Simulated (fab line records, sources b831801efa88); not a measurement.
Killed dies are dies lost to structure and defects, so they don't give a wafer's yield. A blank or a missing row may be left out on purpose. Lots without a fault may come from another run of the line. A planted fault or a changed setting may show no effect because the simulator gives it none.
fab line records | flow sky130
record lots=14 wafers=42 last_day=50
route steps=708 shown METAL3@534 CAPM@549
lots that met no fault: from a run of the same line without faults
start_h: hours from the record's first day to the start of the lot's first wafer shown | wait_h: hours since the lot's step before | " the same as in the row above | L1.1+2: a row that stands for several wafers | - no value, or no start given | * or withheld: withheld | < > ~ a bound
route shown NAME@n: a module of which the file shows steps, and the number in the route of the first | usual: mean/standard deviation of fault-free wafers | same: alike in all rows | chamber/n: place in a boat | sites: the reading at each site | _std_site: their standard deviation | _edge_site: outer sites' mean less inner sites' | radius_mm: how far each site lies from the wafer's centre | mask NAME#n: copy n | behind: the tool/chamber that last shaped the wafer | hold: why the lot was held/for how many hours/how that ended | device: the transistor (n, p or np) that didn't switch | end of line: the same wafers' tests at the end of the route | a step without rows: its recipe alone | killed: dies lost to structure and defects at the first sort, not the wafer's yield | map: a wafer's dies, x killed, . not, _ none there
set.NAME: the setting as run; set.NAME@STEP: as run at that earlier step | model.NAME: the simulator's own value behind a step, which no gauge read
steps of the route over a sample of lots; a table a step, a row a wafer
services: from which hour (start_h, from the record's first day; less than 0 if before it) a tool's chamber was out of use, for how many hours, and why
## steps
# step SKY_METAL3_SPUTTER_02
# recipe material=AlCu target_thk_nm=735 power_w=10600 time_s=39.1 chamber_pressure_pa=0.4
# usual throttle_valve_pct=30.6/1.3
# columns lot.wafer tool chamber start_h wait_h throttle_valve_pct
L460.1 pvd_sputter-02 - 846.53 0.0 31.2
L460.3 " - " " 31.5
L460.4 " - " " 28.6
L461.4 pvd_sputter-03 - 848.05 0.0 29.7
L461.5 " - " " 29.8
L461.6 " - " " 30.0
L462.3 pvd_sputter-01 - 867.99 0.0 29.9
L462.5 " - " " 28.6
L462.6 " - " " 31.2
L469.2 pvd_sputter-01 - 927.13 0.0 30.2
L469.3 " - " " 31.3
L469.4 " - " " 32.7
L471.2 pvd_sputter-02 - 934.55 0.0 31.2
L471.3 " - " " 31.2
L471.4 " - " " 29.9
L472.2 pvd_sputter-02 - 935.96 0.0 28.5
L472.4 " - " " 31.1
L472.5 " - " " 31.5
L473.1 pvd_sputter-01 - 951.94 0.0 32.6
L473.3 " - " " 30.1
L473.5 " - " " 32.8
L474.3 pvd_sputter-03 - 958.27 0.0 29.7
L474.4 " - " " 31.3
L474.5 " - " " 31.2
L475.1 pvd_sputter-01 - 964.41 0.0 28.8
L475.2 " - " " 32.5
L475.4 " - " " 31.4
L476.2 pvd_sputter-01 - 971.05 0.0 31.6
L476.3 " - " " 32.6
L476.6 " - " " 28.7
L479.1 pvd_sputter-03 - 985.12 0.0 31.1
L479.2 " - " " 31.4
L479.5 " - " " 31.6
L481.1 pvd_sputter-01 - 992.29 0.0 28.9
L481.3 " - " " 30.0
L481.4 " - " " 32.8
L482.1 pvd_sputter-01 - 1005.12 0.0 31.6
L482.2 " - " " 32.4
L482.5 " - " " 32.7
L483.2 pvd_sputter-01 - 1018.66 0.0 32.6
L483.4 " - " " 30.2
L483.6 " - " " 32.5
# step SKY_METAL3_SPUTTER_04
# recipe material=TiN target_thk_nm=70 power_w=6500 time_s=59.98 chamber_pressure_pa=0.4
# usual throttle_valve_pct=30.6/1.3
# columns lot.wafer tool chamber start_h wait_h throttle_valve_pct
L460.1 pvd_sputter-02 - 846.59 0.0 31.4
L460.3 " - " " 31.1
L460.4 " - " " 28.8
L461.4 pvd_sputter-03 - 848.11 0.0 29.5
L461.5 " - " " 29.6
L461.6 " - " " 29.7
L462.3 pvd_sputter-01 - 868.05 0.0 29.9
L462.5 " - " " 28.8
L462.6 " - " " 31.5
L469.2 pvd_sputter-01 - 927.19 0.0 30.2
L469.3 " - " " 31.5
L469.4 " - " " 32.2
L471.2 pvd_sputter-02 - 934.61 0.0 31.1
L471.3 " - " " 31.3
L471.4 " - " " 30.0
L472.2 pvd_sputter-02 - 936.02 0.0 28.6
L472.4 " - " " 31.1
L472.5 " - " " 31.6
L473.1 pvd_sputter-01 - 951.99 0.0 32.5
L473.3 " - " " 30.3
L473.5 " - " " 32.6
L474.3 pvd_sputter-03 - 958.33 0.0 29.4
L474.4 " - " " 31.3
L474.5 " - " " 31.4
L475.1 pvd_sputter-01 - 964.47 0.0 28.3
L475.2 " - " " 32.7
L475.4 " - " " 31.3
L476.2 pvd_sputter-01 - 971.11 0.0 31.3
L476.3 " - " " 32.6
L476.6 " - " " 28.7
L479.1 pvd_sputter-03 - 985.18 0.0 31.2
L479.2 " - " " 31.3
L479.5 " - " " 31.5
L481.1 pvd_sputter-01 - 992.34 0.0 28.6
L481.3 " - " " 30.3
L481.4 " - " " 32.9
L482.1 pvd_sputter-01 - 1005.17 0.0 31.2
L482.2 " - " " 32.5
L482.5 " - " " 32.5
L483.2 pvd_sputter-01 - 1018.72 0.0 32.7
L483.4 " - " " 30.3
L483.6 " - " " 32.6
# step SKY_CAPM_OVL_MEAS_12
# usual CAPM_OVL=-1.0/1.2
# columns lot.wafer tool chamber start_h wait_h CAPM_OVL[nm]
L460.1 overlay-02 - 873.21 0.1 -0.8
L460.3 " - " " -1.2
L460.4 " - " " 0.2
L461.4 overlay-01 - 874.48 0.1 -1.9
L461.5 " - " " -2.1
L461.6 " - " " -1.9
L462.3 overlay-02 - 893.80 0.1 -1.7
L462.5 " - " " -1.8
L462.6 " - " " -1.4
L469.2 overlay-02 - 951.87 0.1 -1.6
L469.3 " - " " -3.1
L469.4 " - " " -0.5
L471.2 overlay-02 - 959.29 0.1 -0.4
L471.3 " - " " -4.2
L471.4 " - " " -4.2
L472.2 overlay-02 - 960.39 0.1 0.4
L472.4 " - " " 0.3
L472.5 " - " " -1.2
L473.1 overlay-01 - 975.66 0.1 -0.2
L473.3 " - " " -1.3
L473.5 " - " " 1.5
L474.3 overlay-01 - 981.90 0.1 -2.5
L474.4 " - " " -1.7
L474.5 " - " " -0.7
L475.1 overlay-02 - 988.24 0.1 -0.2
L475.2 " - " " 0.5
L475.4 " - " " 0.2
L476.2 overlay-01 - 995.02 0.1 1.2
L476.3 " - " " 0.7
L476.6 " - " " -0.7
L479.1 overlay-01 - 1007.73 0.1 -1.0
L479.2 " - " " -1.4
L479.5 " - " " 0.2
L481.1 overlay-01 - 1015.43 0.1 -3.0
L481.3 " - " " -1.3
L481.4 " - " " -0.9
L482.1 overlay-01 - 1028.23 0.1 -2.2
L482.2 " - " " -3.1
L482.5 " - " " 0.6
L483.2 overlay-01 - 1040.79 0.1 -0.7
L483.4 " - " " -0.8
L483.6 " - " " -0.1
# step SKY_METAL3_CD_MEAS_13
# recipe target_cd_nm=300
# usual cd_nm=299.9/1.2
# columns lot.wafer tool chamber start_h wait_h cd_nm
L460.1 cd_sem-02 - 900.04 - 298.2
L460.3 " - " " 298.4
L460.4 " - " " 299.0
L461.4 cd_sem-01 - 900.81 - 300.2
L461.5 " - " " 301.0
L461.6 " - " " 300.0
L462.3 cd_sem-02 - 919.18 - 301.1
L462.5 " - " " 298.8
L462.6 " - " " 300.6
L469.2 cd_sem-02 - 976.38 - 299.3
L469.3 " - " " 297.6
L469.4 " - " " 299.3
L471.2 cd_sem-02 - 983.86 - 302.3
L471.3 " - " " 300.7
L471.4 " - " " 302.2
L472.2 cd_sem-01 - 985.11 - 300.1
L472.4 " - " " 300.0
L472.5 " - " " 300.9
L473.1 cd_sem-01 - 999.99 - 299.5
L473.3 " - " " 301.1
L473.5 " - " " 299.6
L474.3 cd_sem-01 - 1005.99 - 302.1
L474.4 " - " " 301.6
L474.5 " - " " 301.0
L475.1 cd_sem-01 - 1011.76 - 300.0
L475.2 " - " " 300.0
L475.4 " - " " 300.4
L476.2 cd_sem-02 - 1017.91 - 302.0
L476.3 " - " " 301.9
L476.6 " - " " 301.0
L479.1 cd_sem-02 - 1031.96 - 299.7
L479.2 " - " " 299.9
L479.5 " - " " 300.1
L481.1 cd_sem-01 - 1038.30 - 300.0
L481.3 " - " " 299.5
L481.4 " - " " 299.0
L482.1 cd_sem-02 - 1050.95 - 300.9
L482.2 " - " " 299.9
L482.5 " - " " 300.1
L483.2 cd_sem-02 - 1063.08 - 299.2
L483.4 " - " " 300.0
L483.6 " - " " 299.4
# step SKY_METAL3_METAL_ETCH_18
# recipe target_depth_a=8450 stop_on=SiO2 over_etch_frac=0.3 time_s=183.1 chemistry=Cl2/BCl3 resist_sidewall_deg=88 pressure_mtorr=10 icp_w=900 bias_w=48.5 Cl2_flow_sccm=60 bcl3_flow_sccm=30
# usual bias_w=48.51/0.14 drypump_motor_current_A=6.0/0.48 oes_product_au=0.868/0.0056 throttle_valve_pct=22.266/0.0079
# columns lot.wafer tool chamber start_h wait_h bias_w drypump_motor_current_A oes_product_au rf_hours_counter_h throttle_valve_pct
L460.1 rie_metal-01 0 900.34 0.0 48.23 6.1 0.866 5 22.272
L460.3 " 1 " " 48.46 6.0 0.870 - 22.263
L460.4 " 0 " " 48.58 6.1 0.870 - 22.258
L461.4 rie_metal-01 0 901.11 0.1 48.53 6.1 0.867 - 22.270
L461.5 " 0 " " 48.59 6.1 0.871 - 22.266
L461.6 " 1 " " 48.55 6.0 0.873 - 22.276
L462.3 rie_metal-03 0 919.51 0.1 48.55 6.0 0.862 - 22.260
L462.5 " 0 " " 48.53 6.0 0.868 - 22.254
L462.6 " 1 " " 48.37 6.2 0.862 - 22.261
L469.2 rie_metal-02 1 976.73 0.1 48.42 6.6 0.874 - 22.265
L469.3 " 1 " " 48.35 6.6 0.875 - 22.259
L469.4 " 1 " " 48.33 6.6 0.873 - 22.274
L471.2 rie_metal-03 0 984.14 0.0 48.57 6.0 0.856 1 22.267
L471.3 " 1 " " 48.43 6.3 0.856 - 22.276
L471.4 " 0 " " 48.42 6.0 1.012 - 22.269
L472.2 rie_metal-02 0 985.39 0.0 48.62 5.0 0.865 7 22.266
L472.4 " 1 " " 48.39 6.6 0.989 - 22.261
L472.5 " 0 " " 48.41 5.0 0.869 - 22.268
L473.1 rie_metal-03 1 1000.29 0.0 48.59 6.2 0.873 19 22.256
L473.3 " 1 " " 48.51 6.2 0.867 - 22.275
L473.5 " 1 " " 48.57 6.2 0.861 - 22.262
L474.3 rie_metal-02 0 1006.31 0.1 48.34 5.0 0.861 - 22.270
L474.4 " 1 " " 48.51 6.6 0.875 - 22.279
L474.5 " 0 " " 48.58 5.0 0.867 - 22.271
L475.1 rie_metal-03 1 1012.07 0.0 48.34 6.3 0.872 19 22.263
L475.2 " 0 " " 48.76 6.0 0.872 3 22.271
L475.4 " 1 " " 48.38 6.2 0.875 - 22.263
L476.2 rie_metal-01 0 1018.19 0.0 48.41 6.1 0.878 11 22.254
L476.3 " 0 " " 48.38 6.1 0.868 - 22.274
L476.6 " 0 " " 48.22 6.1 0.870 - 22.267
L479.1 rie_metal-02 0 1032.27 0.0 48.22 5.0 0.868 10 22.271
L479.2 " 1 " " 48.58 6.6 0.872 14 22.263
L479.5 " 1 " " 48.59 6.6 0.870 - 22.266
L481.1 rie_metal-01 1 1038.61 0.0 48.69 6.0 0.867 9 22.262
L481.3 " 0 " " 48.52 6.1 0.869 - 22.257
L481.4 " 1 " " 48.52 6.0 0.862 - 22.272
L482.1 rie_metal-01 0 1051.26 0.0 48.48 6.0 0.854 13 22.255
L482.2 " 1 " " 48.60 6.0 0.872 10 22.256
L482.5 " 1 " " 48.60 6.0 0.868 - 22.260
L483.2 rie_metal-02 1 1063.37 0.0 48.54 6.6 0.864 16 22.267
L483.4 " 1 " " 48.67 6.6 0.864 - 22.265
L483.6 " 0 " " 48.61 5.0 0.862 - 22.253
## services
# columns tool chamber start_h hours kind
rie_metal-01 1 839.15 - clean
rie_metal-01 1 839.15 16.6 scheduled_down
rie_metal-01 1 839.15 16.6 vent_cycle
pvd_sputter-01 1 880.47 - consumable_replace:kit
pvd_sputter-01 1 880.47 18.0 scheduled_down
pvd_sputter-01 1 880.47 18.0 vent_cycle
pvd_sputter-03 - 900.76 2.5 repair
pvd_sputter-02 0 912.47 - consumable_replace:kit
pvd_sputter-02 0 912.47 18.0 scheduled_down
pvd_sputter-02 0 912.47 18.0 vent_cycle
pvd_sputter-02 - 914.11 4.6 repair
rie_metal-03 0 931.06 - clean
rie_metal-03 0 931.06 24.8 scheduled_down
rie_metal-03 0 931.06 24.8 vent_cycle
pvd_sputter-03 - 941.79 0.7 repair
rie_metal-02 0 972.21 8.2 repair
pvd_sputter-01 0 1011.27 - consumable_replace:kit
pvd_sputter-01 0 1011.27 18.0 scheduled_down
pvd_sputter-01 0 1011.27 18.0 vent_cycle
pvd_sputter-03 1 1037.89 - consumable_replace:kit
pvd_sputter-03 1 1037.89 18.0 scheduled_down
pvd_sputter-03 1 1037.89 18.0 vent_cycle
pvd_sputter-01 - 1044.31 0.9 repair
rie_metal-01 - 1057.53 0.8 repair
## key
first_sign step=SKY_METAL3_METAL_ETCH_18 reading=oes_product_au direction=up sigmas=24 usual=0.868 struck=1.000
effect none on later readings
met_at SKY_METAL3_SPUTTER_02
struck_lots L471,L472
struck_wafers L471.4,L472.4
later_rows_left_out L471.4,L472.4
sort_left_out L471.4,L472.4
not_acting_at SKY_METAL3_SPUTTER_04,SKY_CAPM_OVL_MEAS_12,SKY_METAL3_CD_MEAS_13
onset_between 846.53 934.55
fault kind=process_parameter_drift tool=pvd_sputter-02 chamber=- onset_h=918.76 steps=SKY_METAL3_SPUTTER_02 channel=target_thk_nm offset=282.25 shape=step end_h=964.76 scope=struck_wafers_only acts_in=these_recipes_only stated=735
# sort_left_out: the simulated sort isn't trusted on such a fault, so these wafers' sort isn't shown, and their yield isn't known
# later_rows_left_out: the simulator's readings of these wafers behind a module that went badly wrong aren't trusted and aren't shown, but for the sort
